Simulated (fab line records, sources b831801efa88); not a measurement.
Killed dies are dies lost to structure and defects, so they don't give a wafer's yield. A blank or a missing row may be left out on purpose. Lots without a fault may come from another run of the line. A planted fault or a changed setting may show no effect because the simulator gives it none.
fab line records | flow sky130
record lots=13 wafers=39 last_day=50
route steps=708 shown VT_ADJUST_HVTP@94 POLY_GATE@235 LI_CONTACT@363
lots that met no fault: from a run of the same line without faults
start_h: hours from the record's first day to the start of the lot's first wafer shown | wait_h: hours since the lot's step before | " the same as in the row above | L1.1+2: a row that stands for several wafers | - no value, or no start given | * or withheld: withheld | < > ~ a bound
route shown NAME@n: a module of which the file shows steps, and the number in the route of the first | usual: mean/standard deviation of fault-free wafers | same: alike in all rows | chamber/n: place in a boat | sites: the reading at each site | _std_site: their standard deviation | _edge_site: outer sites' mean less inner sites' | radius_mm: how far each site lies from the wafer's centre | mask NAME#n: copy n | behind: the tool/chamber that last shaped the wafer | hold: why the lot was held/for how many hours/how that ended | device: the transistor (n, p or np) that didn't switch | end of line: the same wafers' tests at the end of the route | a step without rows: its recipe alone | killed: dies lost to structure and defects at the first sort, not the wafer's yield | map: a wafer's dies, x killed, . not, _ none there
set.NAME: the setting as run; set.NAME@STEP: as run at that earlier step | model.NAME: the simulator's own value behind a step, which no gauge read
steps of the route over a sample of lots; a table a step, a row a wafer
services: from which hour (start_h, from the record's first day; less than 0 if before it) a tool's chamber was out of use, for how many hours, and why
## steps
# step SKY_VT_ADJUST_HVTP_IMPLANT_09
# recipe species=As energy_kev=150 dose_cm2=4.3e+12 tilt_deg=withheld
# usual dose_ions_cm2=4.3e+12/4.5e+09 faraday_current_uA=24.2/0.53
# columns lot.wafer tool chamber start_h wait_h dose_ions_cm2 faraday_current_uA
L852.1 implanter-03 0 118.83 0.0 4.295e+12 24.3
L852.2 " 0 " " 4.296e+12 23.7
L852.3 " 0 " " 4.293e+12 23.3
L854.2 implanter-02 0 131.10 0.0 4.3e+12 23.7
L854.3 " 0 " " 4.296e+12 25.2
L854.6 " 0 " " 4.295e+12 25.1
L855.3 implanter-01 0 162.43 0.1 4.295e+12 24.1
L855.4 " 0 " " 4.298e+12 24.5
L855.5 " 0 " " 4.305e+12 23.4
L857.2 implanter-02 0 169.23 0.0 4.3e+12 24.0
L857.4 " 0 " " 4.288e+12 24.3
L857.6 " 0 " " 4.3e+12 23.7
L856.4 implanter-01 0 170.25 0.1 4.304e+12 24.1
L856.5 " 0 " " 4.308e+12 23.4
L856.6 " 0 " " 4.299e+12 23.4
L858.1 implanter-03 0 174.93 0.0 4.301e+12 24.4
L858.3 " 0 " " 4.299e+12 24.1
L858.6 " 0 " " 4.3e+12 24.3
L864.1 implanter-03 0 201.70 0.0 3.871e+12 21.9
L864.2 " 0 " " 3.873e+12 21.7
L864.6 " 0 " " 3.869e+12 22.2
L866.1 implanter-03 0 211.05 0.0 3.878e+12 21.4
L866.3 " 0 " " 3.879e+12 21.2
L866.4 " 0 " " 3.88e+12 22.4
L867.1 implanter-03 0 220.93 0.0 3.869e+12 21.5
L867.5 " 0 " " 3.87e+12 22.3
L867.6 " 0 " " 3.871e+12 21.8
L868.1 implanter-02 0 222.78 0.0 4.294e+12 24.6
L868.2 " 0 " " 4.295e+12 24.1
L868.6 " 0 " " 4.296e+12 24.6
L870.1 implanter-01 0 235.37 0.1 4.304e+12 24.4
L870.3 " 0 " " 4.302e+12 25.0
L870.6 " 0 " " 4.301e+12 23.2
L872.1 implanter-01 0 252.55 0.0 4.297e+12 24.4
L872.2 " 0 " " 4.295e+12 24.8
L872.6 " 0 " " 4.294e+12 24.8
L875.1 implanter-01 0 267.40 0.0 4.301e+12 24.2
L875.2 " 0 " " 4.3e+12 25.0
L875.3 " 0 " " 4.302e+12 24.0
# step SKY_VT_ADJUST_HVTP_TW_MEAS_11
# usual VT_ADJUST_HVTP_TW=1363/8.7
# columns lot.wafer tool chamber start_h wait_h VT_ADJUST_HVTP_TW
L852.1 film_metro-02 - 119.08 0.1 1357
L852.2 " - " " 1360
L852.3 " - " " 1360
L854.2 film_metro-02 - 131.34 0.1 1357
L854.3 " - " " 1354
L854.6 " - " " 1352
L855.3 film_metro-01 - 162.65 0.1 1352
L855.4 " - " " 1357
L855.5 " - " " 1352
L857.2 film_metro-04 - 169.46 0.1 1364
L857.4 " - " " 1358
L857.6 " - " " 1363
L856.4 film_metro-04 - 170.51 0.1 1363
L856.5 " - " " 1358
L856.6 " - " " 1361
L858.1 film_metro-02 - 175.18 0.1 1375
L858.3 " - " " 1372
L858.6 " - " " 1371
L864.1 film_metro-02 - 201.95 0.1 1326
L864.2 " - " " 1343
L864.6 " - " " 1331
L866.1 film_metro-02 - 211.30 0.1 1327
L866.3 " - " " 1328
L866.4 " - " " 1331
L867.1 film_metro-02 - 221.18 0.1 1315
L867.5 " - " " 1324
L867.6 " - " " 1314
L868.1 film_metro-04 - 223.03 0.1 1365
L868.2 " - " " 1367
L868.6 " - " " 1369
L870.1 film_metro-01 - 235.66 0.1 1358
L870.3 " - " " 1352
L870.6 " - " " 1357
L872.1 film_metro-04 - 252.80 0.1 1367
L872.2 " - " " 1369
L872.6 " - " " 1367
L875.1 film_metro-02 - 267.65 0.1 1370
L875.2 " - " " 1368
L875.3 " - " " 1365
# step SKY_POLY_GATE_THK_MEAS_21
# recipe reads=SiO2_of_POLY_GATE_OXIDATION_20
# usual POLY_GATE_OXIDATION_THK=3.96/0.078
# columns lot.wafer tool chamber start_h wait_h POLY_GATE_OXIDATION_THK[nm]
L852.1 film_metro-04 - 361.49 0.0 4.02
L852.2 " - " " 4.03
L852.3 " - " " 4.10
L854.2 film_metro-04 - 380.60 0.0 3.97
L854.3 " - " " 3.96
L854.6 " - " " 3.99
L855.3 film_metro-04 - 423.78 0.0 3.97
L855.4 " - " " 3.94
L855.5 " - " " 3.88
L857.2 film_metro-01 - 437.35 0.0 4.07
L857.4 " - " " 3.99
L857.6 " - " " 4.00
L856.4 film_metro-02 - 442.09 0.0 3.91
L856.5 " - " " 3.89
L856.6 " - " " 4.00
L858.1 film_metro-04 - 445.19 0.0 3.87
L858.3 " - " " 3.89
L858.6 " - " " 3.79
L864.1 film_metro-02 - 481.94 0.0 3.94
L864.2 " - " " 4.00
L864.6 " - " " 3.83
L866.1 film_metro-01 - 497.52 0.0 3.94
L866.3 " - " " 3.96
L866.4 " - " " 3.99
L867.1 film_metro-01 - 505.67 0.0 4.01
L867.5 " - " " 3.87
L867.6 " - " " 4.08
L868.1 film_metro-02 - 510.43 0.0 4.03
L868.2 " - " " 3.91
L868.6 " - " " 3.98
L870.1 film_metro-04 - 526.61 0.0 3.94
L870.3 " - " " 3.96
L870.6 " - " " 4.02
L872.1 film_metro-02 - 548.94 0.0 3.95
L872.2 " - " " 4.11
L872.6 " - " " 4.01
L875.1 film_metro-01 - 570.56 0.0 3.92
L875.2 " - " " 3.96
L875.3 " - " " 3.91
# step SKY_LI_CONTACT_THK_MEAS_01
# recipe reads=PSG_of_LI_CONTACT_HDPCVD_00
# usual LI_CONTACT_HDPCVD_THK=929/8.5
# columns lot.wafer tool chamber start_h wait_h LI_CONTACT_HDPCVD_THK[nm]
L852.1 film_metro-01 - 636.22 0.1 933
L852.2 " - " " 916
L852.3 " - " " 944
L854.2 film_metro-04 - 656.18 0.1 928
L854.3 " - " " 924
L854.6 " - " " 927
L855.3 film_metro-04 - 697.50 0.1 912
L855.4 " - " " 919
L855.5 " - " " 930
L857.2 film_metro-01 - 709.43 0.1 925
L857.4 " - " " 919
L857.6 " - " " 921
L856.4 film_metro-02 - 713.59 0.0 919
L856.5 " - " " 935
L856.6 " - " " 919
L858.1 film_metro-04 - 715.87 0.1 925
L858.3 " - " " 930
L858.6 " - " " 939
L864.1 film_metro-01 - 749.63 0.1 935
L864.2 " - " " 935
L864.6 " - " " 931
L866.1 film_metro-01 - 764.20 0.1 934
L866.3 " - " " 931
L866.4 " - " " 927
L867.1 film_metro-04 - 770.41 0.1 922
L867.5 " - " " 926
L867.6 " - " " 923
L868.1 film_metro-01 - 776.61 0.1 929
L868.2 " - " " 933
L868.6 " - " " 925
L870.1 film_metro-01 - 787.76 0.1 930
L870.3 " - " " 924
L870.6 " - " " 913
L872.1 film_metro-02 - 808.61 0.1 922
L872.2 " - " " 934
L872.6 " - " " 937
L875.1 film_metro-02 - 826.08 0.1 937
L875.2 " - " " 931
L875.3 " - " " 926
# step SKY_LI_CONTACT_CMP_02
# recipe material=PSG down_force_psi=4 platen_rpm=60 pad_velocity_m_s=0.94248
# usual motor_current_A=11.2/1 time_to_endpoint_s=32.3/2.1
# columns lot.wafer tool chamber start_h wait_h motor_current_A time_to_endpoint_s
L852.1 cmp-02 1 637.05 0.8 11.2 32.4
L852.2 " 2 " " 11.2 33.4
L852.3 " 0 " " 10.8 35.7
L854.2 cmp-01 1 656.23 0.0 11.1 31.4
L854.3 " 2 " " 9.1 31.1
L854.6 " 2 " " 9.5 31.7
L855.3 cmp-01 2 697.59 0.1 9.2 31.0
L855.4 " 3 " " 11.2 29.4
L855.5 " 2 " " 9.3 31.5
L857.4 cmp-01 2 709.58 0.1 9.0 32.0
L857.2 " 3 " " 11.8 32.9
L857.6 " 1 " " 11.2 31.8
L856.4 cmp-02 2 713.67 0.1 11.0 34.2
L856.5 " 1 " " 11.2 36.8
L856.6 " 2 " " 11.3 33.4
L858.3 cmp-02 2 716.03 0.1 11.6 31.5
L858.1 " 3 " " 11.5 33.9
L858.6 " 0 " " 10.4 35.8
L864.1 cmp-01 3 749.74 0.1 12.1 29.2
L864.2 " 1 " " 10.5 31.6
L864.6 " 3 " " 11.3 30.7
L866.4 cmp-02 0 764.26 0.0 11.0 36.3
L866.1 " 1 " " 11.2 34.5
L866.3 " 3 " " 11.5 33.4
L867.1 cmp-02 0 770.57 0.1 10.6 34.7
L867.6 " 2 " " 12.1 34.0
L867.5 " 3 " " 11.8 35.6
L868.1 cmp-02 1 776.72 0.1 11.4 34.4
L868.2 " 2 " " 11.6 34.0
L868.6 " 0 " " 10.7 34.2
L870.3 cmp-02 0 787.87 0.1 10.8 33.0
L870.1 " 2 " " 11.1 31.6
L870.6 " 0 " " 10.2 29.3
L872.2 cmp-02 3 808.67 0.0 11.9 30.4
L872.1 " 2 " " 11.5 31.7
L872.6 " 3 " " 11.9 32.5
L875.3 cmp-01 0 826.19 0.1 13.6 32.3
L875.2 " 1 " " 11.4 30.9
L875.1 " 2 " " 9.5 32.6
## services
# columns tool chamber start_h hours kind
cmp-01 - 99.58 6.5 repair
implanter-01 - 104.05 3.2 repair
implanter-03 - 107.35 5.1 pm
cmp-01 - 109.04 2.4 repair
implanter-01 - 126.21 1.3 repair
cmp-01 - 136.26 0.8 repair
cmp-01 - 138.60 0.9 repair
cmp-01 - 177.86 1.5 repair
cmp-02 - 180.55 2.5 repair
cmp-02 - 226.70 1.7 repair
cmp-02 - 317.74 1.0 repair
cmp-02 - 352.03 1.0 repair
cmp-02 - 359.67 5.0 repair
cmp-02 - 364.77 10.5 pm
cmp-02 - 375.22 5.0 pm
cmp-02 - 385.52 1.1 repair
cmp-02 - 386.74 0.4 repair
cmp-02 - 404.00 4.0 pm
cmp-02 - 415.40 2.9 repair
cmp-02 - 437.24 8.1 pm
cmp-02 - 588.56 1.9 repair
cmp-02 - 733.77 5.8 pm
cmp-02 - 744.00 4.0 pm
cmp-02 - 800.81 1.5 repair
## key
first_sign step=SKY_VT_ADJUST_HVTP_IMPLANT_09 reading=dose_ions_cm2 direction=down sigmas=95 usual=* struck=*
effect step=SKY_VT_ADJUST_HVTP_IMPLANT_09 reading=faraday_current_uA direction=down sigmas=4.6 usual=24.2 struck=21.8
effect step=SKY_VT_ADJUST_HVTP_TW_MEAS_11 reading=VT_ADJUST_HVTP_TW direction=down sigmas=4.2 usual=1363 struck=1327
met_at SKY_VT_ADJUST_HVTP_IMPLANT_09
struck_lots L864,L866,L867
tester_left_out L864,L866,L867
not_acting_at SKY_POLY_GATE_THK_MEAS_21,SKY_LI_CONTACT_THK_MEAS_01,SKY_LI_CONTACT_CMP_02
onset_between 174.93 201.70
fault kind=process_parameter_drift tool=implanter-03 chamber=- onset_h=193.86 steps=SKY_VT_ADJUST_HVTP_IMPLANT_09 channel=dose_cm2 offset=* shape=step end_h=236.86 acts_in=* stated=*
# tester_left_out: of these lots the tester's yield and bins aren't shown, on N5 and GAA mostly nor the transistor test; their killed dies are dies lost to structure and defects alone, not to doping, threshold or leakage, so they don't give the yield
